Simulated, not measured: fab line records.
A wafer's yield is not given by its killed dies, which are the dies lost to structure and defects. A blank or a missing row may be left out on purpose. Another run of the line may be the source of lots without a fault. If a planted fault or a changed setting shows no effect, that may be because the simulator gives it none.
Which tool was responsible?    flow gf180mcu    18 wafers from 6 lots sampled at 2 of the route's 602 steps

WHAT EACH GAUGE READ, for each wafer
GF_POLY_GATE_CD_MEAS_18.
lot   measured      on         cd nm (nm)
L193  day 9 23:53   cd sem-02  278.2 282.8 280.9
L196  day 10 20:59  cd sem-01  279.2 278.4 280.3
L199  day 11 16:24  cd sem-01  279.3 280.4 279.4
L202  day 12 12:13  cd sem-02  281.8 281.5 280.4
L211  day 15 08:33  cd sem-01  277.6 277.3 277.7
L214  day 16 05:08  cd sem-02  276.7 279.0 280.7

TOOL THAT RAN EACH LOT (tool first, then ch and the chambers of the sampled wafers, then the start)
lot   GF_POLY_GATE_ETCH_12
L193  rie diel-02 ch 1,2,3, day 9 22:17
L196  rie diel-01 ch 0,1,2, day 10 19:03
L199  rie diel-02 ch 1,2, day 11 14:15
L202  rie diel-02 ch 0,1, day 12 10:18
L211  rie diel-01 ch 0,2, day 15 06:58
L214  rie diel-04 ch 2,3, day 16 03:34
- GF_POLY_GATE_ETCH_12: etches BARC in N2/H2.

THE ANSWER, worked out from the rows above alone
Rule: the lots themselves supply what counts as usual. Put in order of their means at a reading, lots are off if they are a third of the lots or fewer, leave a main group of 4 or more, and stand apart from it by a gap of 3 or more times the standard deviation of the main group's means; of several such gaps the widest counts. The tables above print the reading to a certain number of digits; a main group whose means all agree to those digits is not used. A lot without any number at a reading at which 4 lots or more have one is off too. Any other lot the step has rows for is counted as sound.
None of the lots is off at any reading shown; this tells nothing.

WHAT THE SIMULATOR HAD INSERTED
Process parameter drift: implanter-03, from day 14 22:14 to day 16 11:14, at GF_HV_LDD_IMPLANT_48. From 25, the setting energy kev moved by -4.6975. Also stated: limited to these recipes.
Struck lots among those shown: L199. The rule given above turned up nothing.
